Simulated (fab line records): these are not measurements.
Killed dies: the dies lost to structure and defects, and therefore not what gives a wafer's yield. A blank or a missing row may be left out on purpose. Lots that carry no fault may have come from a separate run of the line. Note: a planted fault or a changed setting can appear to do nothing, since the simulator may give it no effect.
fab line records	flow sky130
record lots=9	wafers=27	lastDay=50
route steps=708 shown METAL3@566 CAP2M@605 METAL4@629
lots with no fault: from the same line, run without faults
startH: hours from the record's first day to the start of the lot's first wafer shown	waitH: hours elapsed since this lot's preceding step	" same as the row above	L1.1+2: one row covering several wafers at once	- either no value or no given start	* or withheld: withheld	< > ~ a bound
route shown NAME@n: a module of which the file shows steps, and the number in the route of the first	usual: mean/standard deviation taken from wafers without a fault	same: alike in all rows	chamber/n: place in a boat	sites: each site's reading	_std_site: standard deviation of those values	_edge_site: the outer-site mean with the inner-site mean subtracted	radiusMm: for every site, how far away it sits from the centre of the wafer	mask NAME#n: copy n	behind: tool/chamber where the wafer was last shaped	hold: what put the lot on hold/how long, in hours/how the hold closed	device: names the non-switching transistor (n, p or np)	end of line: the same wafers' tests at the end of the route	step lacking rows: just its recipe	killed: at the first sort, the dies lost to defects and structure; wafer yield is something else	map: a wafer's dies, marking killed ones x, the rest . and places with no die _
set.NAME: the setting the step ran with; set.NAME@STEP: the setting that earlier step ran with	model.NAME: the simulator's own value behind a step, which no gauge read
route steps across a sampled set of lots; one table per step, one row per wafer
services: when a tool's chamber went out of use (startH, in hours from the record's first day, below 0 if earlier), for how many hours, and the reason
## steps
# step SKY_METAL3_ETCH_16
# recipe chemistry=N2/H2	target=BARC	ionEnergyEv=200	biasW=100	pressureMtorr=30	n2FlowSccm=100	h2FlowSccm=200	icpW=500	stopOn=SiO2	timeS=88.2	targetDepthA=600
# usual drypumpMotorCurrentA=6.0/0.39	oesProductAu=0.625/0.0049	throttleValvePct=13.204/0.0093
lot.wafer	tool	chamber	startH	waitH	drypumpMotorCurrentA	oesProductAu	rfHoursCounterH	throttleValvePct
L544.3	rieMetal-01	1	917.79	0.0	6.2	0.625	-	13.206
L544.5	"	0	"	"	6.2	0.635	-	13.212
L544.6	"	1	"	"	6.2	0.621	-	13.208
L546.2	rieMetal-02	0	932.19	0.1	5.8	0.625	-	13.198
L546.3	"	0	"	"	5.8	0.624	-	13.203
L546.5	"	0	"	"	5.8	0.628	-	13.224
L547.2	rieMetal-01	0	941.33	0.0	6.2	0.618	16	13.197
L547.4	"	0	"	"	6.2	0.627	-	13.197
L547.6	"	0	"	"	6.2	0.617	-	13.190
L548.1	rieMetal-02	0	950.29	0.1	5.8	0.626	6	13.209
L548.2	"	0	"	"	5.8	0.626	-	13.212
L548.4	"	0	"	"	5.8	0.629	-	13.204
L552.2	rieMetal-03	0	975.16	0.0	5.8	0.628	6	13.196
L552.4	"	0	"	"	5.8	0.624	-	13.196
L552.6	"	1	"	"	5.1	0.629	-	13.202
L555.2	rieMetal-01	0	991.80	0.0	6.2	0.622	18	13.210
L555.3	"	0	"	"	6.2	0.636	-	13.200
L555.5	"	1	"	"	6.2	0.628	-	13.211
L556.1	rieMetal-03	0	1004.83	0.0	5.8	0.628	9	13.210
L556.3	"	1	"	"	5.1	0.632	-	13.198
L556.4	"	0	"	"	5.8	0.625	-	13.217
L557.2	rieMetal-02	1	1009.31	0.0	6.6	0.631	3	13.207
L557.3	"	1	"	"	6.5	0.623	-	13.202
L557.4	"	0	"	"	5.8	0.624	-	13.211
L563.2	rieMetal-01	1	1051.87	0.1	6.2	0.629	-	13.191
L563.3	"	1	"	"	6.2	0.626	-	13.207
L563.4	"	1	"	"	6.2	0.615	-	13.203
# step SKY_CAP2M_SPUTTER_02
# recipe material=TiN	targetThkNm=200	tempC=300	powerW=6500	timeS=166.7	chamberPressurePa=0.4
# usual cathodeDcPowerW=6500.1/1.2	chamberPressurePa=0.4001/0.00082	throttleValvePct=29.9/1.3
lot.wafer	tool	chamber	startH	waitH	cathodeDcPowerW	chamberPressurePa	throttleValvePct
L544.3	pvdSputter-01	-	947.51	0.0	6501.6	0.3998	29.9
L544.5	"	-	"	"	6500.9	0.4011	29.0
L544.6	"	-	"	"	6498.3	0.4002	28.4
L546.2	pvdSputter-04	-	960.09	0.0	6499.6	0.3993	30.3
L546.3	"	-	"	"	6499.3	0.4024	27.5
L546.5	"	-	"	"	6499.3	0.3999	30.4
L547.2	pvdSputter-03	-	969.14	0.0	6499.0	0.3999	30.6
L547.4	"	-	"	"	6502.0	0.4002	30.8
L547.6	"	-	"	"	6499.4	0.3995	30.8
L548.1	pvdSputter-01	-	977.80	0.1	6498.9	0.3989	27.8
L548.2	"	-	"	"	6500.4	0.3988	30.0
L548.4	"	-	"	"	6499.3	0.3992	29.1
L552.2	pvdSputter-04	-	1001.59	0.0	6500.1	0.4009	27.4
L552.4	"	-	"	"	6501.4	0.4010	30.3
L552.6	"	-	"	"	6498.7	0.3994	31.2
L555.2	pvdSputter-03	-	1018.17	0.0	6499.1	0.3989	30.9
L555.3	"	-	"	"	6497.6	0.4009	31.6
L555.5	"	-	"	"	6500.9	0.3997	29.1
L556.1	pvdSputter-04	-	1031.74	0.1	6499.7	0.4005	30.4
L556.3	"	-	"	"	6502.7	0.4012	30.4
L556.4	"	-	"	"	6497.3	0.4011	30.9
L557.2	pvdSputter-04	-	1035.43	0.0	6498.6	0.4011	30.6
L557.3	"	-	"	"	6499.7	0.4007	30.6
L557.4	"	-	"	"	6500.6	0.3989	27.2
L563.2	pvdSputter-03	-	1077.13	0.0	6500.1	0.4006	31.1
L563.3	"	-	"	"	6500.3	0.4003	31.8
L563.4	"	-	"	"	6500.3	0.4011	31.0
# step SKY_CAP2M_RS_MEAS_03
# recipe thkMeasGauge=four-point-probe	reads=TiN_of_CAP2M_SPUTTER_02
# usual CAP2M_TIN_RS=6.92/0.088
lot.wafer	tool	chamber	startH	waitH	CAP2M_TIN_RS[ohm/sq]
L544.3	filmMetro-02	-	947.66	0.1	6.93
L544.5	"	-	"	"	6.78
L544.6	"	-	"	"	6.86
L546.2	filmMetro-02	-	960.22	0.1	6.96
L546.3	"	-	"	"	6.99
L546.5	"	-	"	"	6.92
L547.2	filmMetro-02	-	969.27	0.1	6.87
L547.4	"	-	"	"	6.87
L547.6	"	-	"	"	6.85
L548.1	filmMetro-04	-	977.91	0.1	6.95
L548.2	"	-	"	"	6.98
L548.4	"	-	"	"	6.82
L552.2	filmMetro-02	-	1001.72	0.1	6.96
L552.4	"	-	"	"	6.98
L552.6	"	-	"	"	6.93
L555.2	filmMetro-02	-	1018.31	0.1	6.87
L555.3	"	-	"	"	6.84
L555.5	"	-	"	"	6.87
L556.1	filmMetro-03	-	1031.85	0.1	6.97
L556.3	"	-	"	"	6.96
L556.4	"	-	"	"	6.89
L557.2	filmMetro-02	-	1035.56	0.1	6.86
L557.3	"	-	"	"	6.96
L557.4	"	-	"	"	6.96
L563.2	filmMetro-02	-	1077.26	0.1	7.49
L563.3	"	-	"	"	6.76
L563.4	"	-	"	"	6.77
# step SKY_CAP2M_THK_MEAS_04
# recipe thkMeasGauge=xrf	reads=TiN_of_CAP2M_SPUTTER_02
# usual CAP2M_TIN_THK=196.9/2.3
lot.wafer	tool	chamber	startH	waitH	CAP2M_TIN_THK[nm]
L544.3	filmMetro-02	-	947.76	0.1	196.9
L544.5	"	-	"	"	199.9
L544.6	"	-	"	"	198.2
L546.2	filmMetro-02	-	960.33	0.1	195.0
L546.3	"	-	"	"	193.8
L546.5	"	-	"	"	195.8
L547.2	filmMetro-02	-	969.38	0.1	197.6
L547.4	"	-	"	"	199.1
L547.6	"	-	"	"	198.6
L548.1	filmMetro-04	-	978.03	0.1	195.5
L548.2	"	-	"	"	195.8
L548.4	"	-	"	"	200.0
L552.2	filmMetro-02	-	1001.83	0.1	194.5
L552.4	"	-	"	"	194.1
L552.6	"	-	"	"	196.2
L555.2	filmMetro-02	-	1018.42	0.1	198.1
L555.3	"	-	"	"	199.7
L555.5	"	-	"	"	198.5
L556.1	filmMetro-03	-	1031.97	0.1	195.5
L556.3	"	-	"	"	195.8
L556.4	"	-	"	"	198.1
L557.2	filmMetro-02	-	1035.67	0.1	198.3
L557.3	"	-	"	"	195.4
L557.4	"	-	"	"	195.8
L563.2	filmMetro-02	-	1077.37	0.1	180.6
L563.3	"	-	"	"	198.7
L563.4	"	-	"	"	199.2
# step SKY_CAP2M_METAL_ETCH_13
# recipe targetDepthNm=220	stopOn=SiO2	chemistry=Cl2/BCl3	target=TiN	pressureMtorr=10	icpW=900	biasW=48.5	Cl2_flow_sccm=60	bcl3FlowSccm=30	timeS=62.9
# usual drypumpMotorCurrentA=6.0/0.39	oesProductAu=0.940/0.0082	throttleValvePct=21.902/0.011
lot.wafer	tool	chamber	startH	waitH	drypumpMotorCurrentA	oesProductAu	rfHoursCounterH	throttleValvePct
L544.3	rieMetal-02	0	971.45	0.0	5.8	0.940	-	21.907
L544.5	"	1	"	"	6.5	0.946	-	21.905
L544.6	"	0	"	"	5.8	0.941	-	21.889
L546.2	rieMetal-01	0	983.15	0.0	6.2	0.928	18	21.905
L546.3	"	1	"	"	6.2	0.932	-	21.915
L546.5	"	0	"	"	6.2	0.941	-	21.925
L547.2	rieMetal-04	1	992.75	0.0	5.3	0.948	7	21.910
L547.4	"	0	"	"	5.8	0.935	-	21.907
L547.6	"	1	"	"	5.4	0.951	-	21.900
L548.1	rieMetal-04	1	1001.43	0.0	5.3	0.937	8	21.906
L548.2	"	0	"	"	5.8	0.938	5	21.895
L548.4	"	1	"	"	5.4	0.948	-	21.904
L552.2	rieMetal-02	1	1025.27	0.0	6.5	0.937	4	21.915
L552.4	"	1	"	"	6.5	0.937	-	21.918
L552.6	"	1	"	"	6.5	0.940	-	21.917
L555.2	rieMetal-04	0	1041.68	0.0	5.9	0.942	7	21.902
L555.3	"	1	"	"	5.4	0.938	-	21.895
L555.5	"	0	"	"	5.8	0.947	-	21.897
L556.1	rieMetal-02	1	1055.07	0.0	6.5	0.935	6	21.912
L556.3	"	1	"	"	6.5	0.934	-	21.897
L556.4	"	0	"	"	5.8	0.936	-	21.901
L557.2	rieMetal-01	1	1057.49	0.0	6.2	0.941	-	21.890
L557.3	"	1	"	"	6.2	0.943	-	21.904
L557.4	"	1	"	"	6.2	0.939	-	21.897
L563.2	rieMetal-01	1	1097.59	0.0	6.2	0.898	-	21.935
L563.3	"	1	"	"	6.2	0.952	-	21.890
L563.4	"	1	"	"	6.2	0.945	-	21.898
# step SKY_METAL4_CD_MEAS_13
# recipe targetCdNm=300
# usual cdNm=300.0/1.5
lot.wafer	tool	chamber	startH	waitH	cdNm
L544.3	cdSem-01	-	995.43	-	300.2
L544.5	"	-	"	"	299.2
L544.6	"	-	"	"	298.8
L546.2	cdSem-02	-	1006.54	-	298.3
L546.3	"	-	"	"	297.4
L546.5	"	-	"	"	297.6
L547.2	cdSem-01	-	1016.91	-	298.8
L547.4	"	-	"	"	298.7
L547.6	"	-	"	"	298.3
L548.1	cdSem-02	-	1025.93	-	301.3
L548.2	"	-	"	"	299.5
L548.4	"	-	"	"	300.9
L552.2	cdSem-01	-	1049.29	-	297.7
L552.4	"	-	"	"	297.4
L552.6	"	-	"	"	297.8
L555.2	cdSem-01	-	1064.55	-	300.9
L555.3	"	-	"	"	302.0
L555.5	"	-	"	"	300.4
L556.1	cdSem-02	-	1077.03	-	298.5
L556.3	"	-	"	"	299.0
L556.4	"	-	"	"	298.4
L557.2	cdSem-01	-	1079.80	-	301.0
L557.3	"	-	"	"	301.1
L557.4	"	-	"	"	301.7
L563.2	cdSem-02	-	1118.05	-	299.0
L563.3	"	-	"	"	298.9
L563.4	"	-	"	"	299.6
# step SKY_METAL4_STRIP_19
# recipe chemistry=O2/N2	powerW=1400	pressureMtorr=1500	platenTempC=withheld	o2FlowSccm=3000	n2FlowSccm=300	overashFraction=0.5
# usual drypumpMotorCurrentA=5.9/0.49	o2FlowSccm=2998/8.7	oesProductAu=0.503/0.0061	stripTimeToEndpointS=6.55/0.088
lot.wafer	tool	chamber	startH	waitH	drypumpMotorCurrentA	o2FlowSccm	oesProductAu	rfHoursCounterH	stripTimeToEndpointS
L544.3	plasmaAsher-03	1	995.91	0.1	5.8	3009	0.500	-	6.47
L544.5	"	1	"	"	5.7	3010	0.498	-	6.47
L544.6	"	0	"	"	6.2	2993	0.506	-	6.54
L546.2	plasmaAsher-01	0	1007.01	0.1	5.7	2990	0.502	26	6.60
L546.3	"	0	"	"	5.7	2991	0.506	-	6.55
L546.5	"	1	"	"	5.7	3016	0.505	-	6.55
L547.2	plasmaAsher-03	1	1017.37	0.1	5.8	3005	0.505	89	6.50
L547.4	"	1	"	"	5.8	2996	0.496	-	6.54
L547.6	"	0	"	"	6.2	3010	0.504	-	6.58
L548.1	plasmaAsher-02	0	1026.41	0.1	6.6	3015	0.506	120	6.57
L548.2	"	1	"	"	5.1	2990	0.511	120	6.53
L548.4	"	0	"	"	6.6	2994	0.498	-	6.49
L552.2	plasmaAsher-03	1	1049.76	0.1	5.8	3001	0.496	91	6.55
L552.4	"	1	"	"	5.8	2992	0.502	-	6.60
L552.6	"	1	"	"	5.8	2996	0.506	-	6.53
L555.2	plasmaAsher-03	0	1065.01	0.1	6.2	3020	0.503	93	6.42
L555.3	"	1	"	"	5.8	3010	0.496	-	6.41
L555.5	"	0	"	"	6.2	3008	0.502	-	6.57
L556.1	plasmaAsher-02	0	1077.51	0.1	6.6	3002	0.504	1	6.57
L556.3	"	0	"	"	6.6	3000	0.500	-	6.49
L556.4	"	1	"	"	5.1	3008	0.506	-	6.60
L557.2	plasmaAsher-03	0	1080.26	0.1	6.2	2994	0.505	95	6.69
L557.3	"	1	"	"	5.8	2987	0.510	-	6.66
L557.4	"	0	"	"	6.2	2994	0.520	-	6.76
L563.2	plasmaAsher-02	0	1118.51	0.1	6.6	2994	0.514	5	6.66
L563.3	"	1	"	"	5.1	3005	0.511	-	6.61
L563.4	"	0	"	"	6.6	2999	0.509	-	6.71
## services
tool	chamber	startH	hours	kind
rieMetal-01	0	899.65	6.2	repair
rieMetal-04	-	904.11	0.2	repair
rieMetal-04	-	928.18	2.5	repair
pvdSputter-04	-	929.15	1.2	repair
rieMetal-03	0	949.59	1.5	repair
rieMetal-03	-	959.00	2.8	pm
pvdSputter-01	-	964.88	5.1	repair
pvdSputter-01	-	975.40	0.6	repair
rieMetal-04	-	980.25	7.6	repair
plasmaAsher-02	-	984.57	0.7	repair
pvdSputter-01	-	992.24	2.5	repair
pvdSputter-04	-	1007.05	11.3	repair
pvdSputter-01	-	1015.50	1.3	repair
rieMetal-02	-	1019.13	0.2	repair
plasmaAsher-01	-	1024.29	0.7	repair
plasmaAsher-03	-	1031.97	15.8	pm
plasmaAsher-02	-	1046.20	15.6	pm
rieMetal-01	0	1049.96	76.4	repair
rieMetal-04	-	1059.47	2.4	repair
plasmaAsher-02	-	1061.80	9.0	pm
pvdSputter-04	-	1064.30	8.0	repair
pvdSputter-01	-	1089.25	4.3	repair
rieMetal-01	-	1094.30	1.0	repair
plasmaAsher-02	-	1116.94	0.7	repair
## key
firstSign step=SKY_CAP2M_RS_MEAS_03	reading=CAP2M_TIN_RS	direction=up	sigmas=6.4	usual=6.92	struck=7.49
effect step=SKY_CAP2M_THK_MEAS_04	reading=CAP2M_TIN_THK	direction=down	sigmas=7.1	usual=196.9	struck=180.6
effect step=SKY_CAP2M_METAL_ETCH_13	reading=oesProductAu	direction=down	sigmas=5	usual=0.940	struck=0.898
metAt SKY_CAP2M_SPUTTER_02
struckLots L563
struckWafers L563.2
notActingAt SKY_METAL3_ETCH_16,SKY_METAL4_CD_MEAS_13,SKY_METAL4_STRIP_19
onsetBetween 1018.17 1077.13
fault kind=processParameterDrift	tool=pvdSputter-03	chamber=-	onsetH=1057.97	steps=SKY_CAP2M_SPUTTER_02	channel=timeS	offset=*	shape=step	endH=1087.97	scope=struckWafersOnly	actsIn=*	stated=*
